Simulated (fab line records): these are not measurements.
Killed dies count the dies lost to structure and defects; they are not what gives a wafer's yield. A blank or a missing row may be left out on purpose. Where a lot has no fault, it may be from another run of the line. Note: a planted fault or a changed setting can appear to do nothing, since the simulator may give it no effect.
Chamber matching ; flow sky130 ; SKY_VIA1_ETCH_15 on rie_diel-03: 4 sister chambers
The step etches SiO2 in C4F8/O2/Ar, stops on TiN, target depth 351 nm, time 54 s. 4 wafers are shown with their chamber, then 9 later ones without.

== WAFERS, EACH WITH ITS CHAMBER ==
wafer;chamber;oes_product_au (a.u.)
L767.3;0;0.979
L773.1;2;0.983
L773.2;1;0.982
L773.3;3;0.975

== WAFERS WHOSE CHAMBER IS MISSING ==
wafer;oes_product_au (a.u.)
L774.3;0.987
L774.4;0.986
L774.5;0.988
L775.1;0.984
L775.3;0.988
L775.6;0.980
L776.1;0.987
L776.2;0.980
L776.4;0.980

== CHAMBER TAKEN BY EACH ==
wafer;from the rows above;in truth
L774.3;can't be placed: 2 or 1 or 0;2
L774.4;can't be placed: 2 or 1 or 0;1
L774.5;can't be placed: 2 or 1 or 0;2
L775.1;can't be placed: 2 or 1 or 0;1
L775.3;can't be placed: 2 or 1 or 0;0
L775.6;can't be placed: 0 or 1 or 2 or 3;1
L776.1;can't be placed: 2 or 1 or 0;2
L776.2;can't be placed: 0 or 1 or 2 or 3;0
L776.4;can't be placed: 0 or 1 or 2 or 3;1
0 of 9 placed correctly. Unplaceable from these rows: 9, with the true chamber sitting among the candidates in 9. Placed wrongly: 0.
How it was worked out, from the rows above alone: a wafer's distance from a chamber is the root of the sum, over the readings, of the square of ((its reading less the chamber's mean) divided by the reading's scatter). If the next closest chamber is less than 2 further off than the closest, the wafer can't be placed; otherwise it belongs to the closest. Each chamber's mean is taken over the wafers shown for it. The scatter (one wafer shown for each chamber): square how far every hidden wafer sits from the nearest shown wafer, average those squares and take the square root.
